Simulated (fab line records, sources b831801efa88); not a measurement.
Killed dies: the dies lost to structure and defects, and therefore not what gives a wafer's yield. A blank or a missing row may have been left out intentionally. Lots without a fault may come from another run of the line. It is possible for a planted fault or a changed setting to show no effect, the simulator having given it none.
What tool caused it? | flow sky130 | 18 wafers sampled from 6 lots at 1 step of a route of 708

## WHAT THE GAUGES READ, wafer by wafer
SKY_CAP2M_RS_MEAS_03: uses a four-point probe to measure.
lot  | measured     | on           | CAP2M_TIN_RS (ohm/sq)
L735 | day 40 09:16 | filmMetro-01 | 6.67 6.55 6.68
L738 | day 41 10:33 | filmMetro-03 | 6.52 6.60 6.50
L747 | day 43 20:22 | filmMetro-03 | 6.79 6.73 6.73
L749 | day 44 10:01 | filmMetro-02 | 6.63 6.68 6.65
L751 | day 45 06:10 | filmMetro-02 | 6.71 6.72 6.69
L755 | day 46 16:56 | filmMetro-02 | 6.63 6.63 6.68

## WHAT TOOL EACH LOT RAN ON (gives the tool, then ch and the chambers of the sampled wafers, and finally the start)
Before these readings, the record contains no process step.

## THE ANSWER, worked out from the rows above alone
Rule: the lots themselves supply what counts as usual. The widest of any qualifying gaps counts: lots, ordered by their means at a reading, are off when they make up no more than a third of the lots, leave a main group of 4 or more, and stand apart from it by 3 or more times the standard deviation of that group's means. A main group whose means are all the same, to the digits that the tables above print for the reading, isn't used. A lot without any number at a reading at which 4 lots or more have one is off too. Any other lot the step has rows for is counted as sound.
None of the lots is off at any reading shown; this tells nothing.

## WHAT WAS PUT IN BY THE SIMULATOR
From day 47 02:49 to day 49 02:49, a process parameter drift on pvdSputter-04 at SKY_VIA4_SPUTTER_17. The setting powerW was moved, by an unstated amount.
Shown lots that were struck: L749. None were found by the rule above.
